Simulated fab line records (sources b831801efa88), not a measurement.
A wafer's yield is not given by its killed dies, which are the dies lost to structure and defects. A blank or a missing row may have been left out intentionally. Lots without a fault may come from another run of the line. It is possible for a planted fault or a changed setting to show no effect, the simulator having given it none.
Which tool was responsible? | flow sky130 | 13 lots (39 wafers sampled), 1 step of a 708-step route

== WHAT THE GAUGES SHOWED, per wafer ==
SKY_VIA2_CD_MEAS_12 targets a cd of 200 nm. Usual: cd nm 200.0 nm, standard deviation 1.1.
lot  | measured     | on        | cd nm (nm)        | flag
L562 | day 36 18:28 | cd sem-02 | 200.0 200.9 199.6 |
L563 | day 36 23:58 | cd sem-02 | 200.8 200.9 199.5 |
L565 | day 37 21:50 | cd sem-02 | 197.8 200.1 199.6 |
L566 | day 38 03:07 | cd sem-02 | 200.0 200.0 200.1 |
L567 | day 38 03:26 | cd sem-01 | 199.7 199.9 199.5 |
L569 | day 38 21:28 | cd sem-02 | 199.0 200.2 199.2 |
L570 | day 39 05:31 | cd sem-02 | 200.5 200.6 198.7 |
L573 | day 39 22:10 | cd sem-01 | 198.8 200.3 200.4 |
L576 | day 41 12:59 | cd sem-01 | 202.1 201.4 200.4 |
L574 | day 41 15:10 | cd sem-02 | 200.9 201.2 200.2 |
L575 | day 41 15:31 | cd sem-02 | 200.5 200.5 200.5 |
L579 | day 41 19:22 | cd sem-02 | 199.8 200.2 199.0 |
L584 | day 43 07:49 | cd sem-01 | 197.9 197.4 198.2 |

== TOOL THAT RAN EACH LOT (tool first, then ch and the chambers of the sampled wafers, then the start) ==
There is no process step in the record ahead of these readings.

== WHAT THE TOOLS THEMSELVES READ (means of the sampled wafers that have a number; where no wafer has one, the mark that the record gives instead) ==
The record holds no such reading with a usual standard deviation.

== THE ANSWER, worked out from the rows above alone ==
Rule: a lot is off if the mean of its wafers that have a number lies more than 3 standard deviations from the usual mean. Also off: a lot with no number at a reading for which 4 or more lots have one. All remaining lots with rows at the step are treated as sound. After the gauges, taken in route order, come the tools' own readings; for these a lot's mean is taken, as printed above. At the first step where some lot is off, the reading lying furthest off is the one used; lots without a number count as furthest.
No lot is off on any of the readings shown, so nothing can be concluded from this.

== WHAT THE SIMULATOR HAD PUT IN ==
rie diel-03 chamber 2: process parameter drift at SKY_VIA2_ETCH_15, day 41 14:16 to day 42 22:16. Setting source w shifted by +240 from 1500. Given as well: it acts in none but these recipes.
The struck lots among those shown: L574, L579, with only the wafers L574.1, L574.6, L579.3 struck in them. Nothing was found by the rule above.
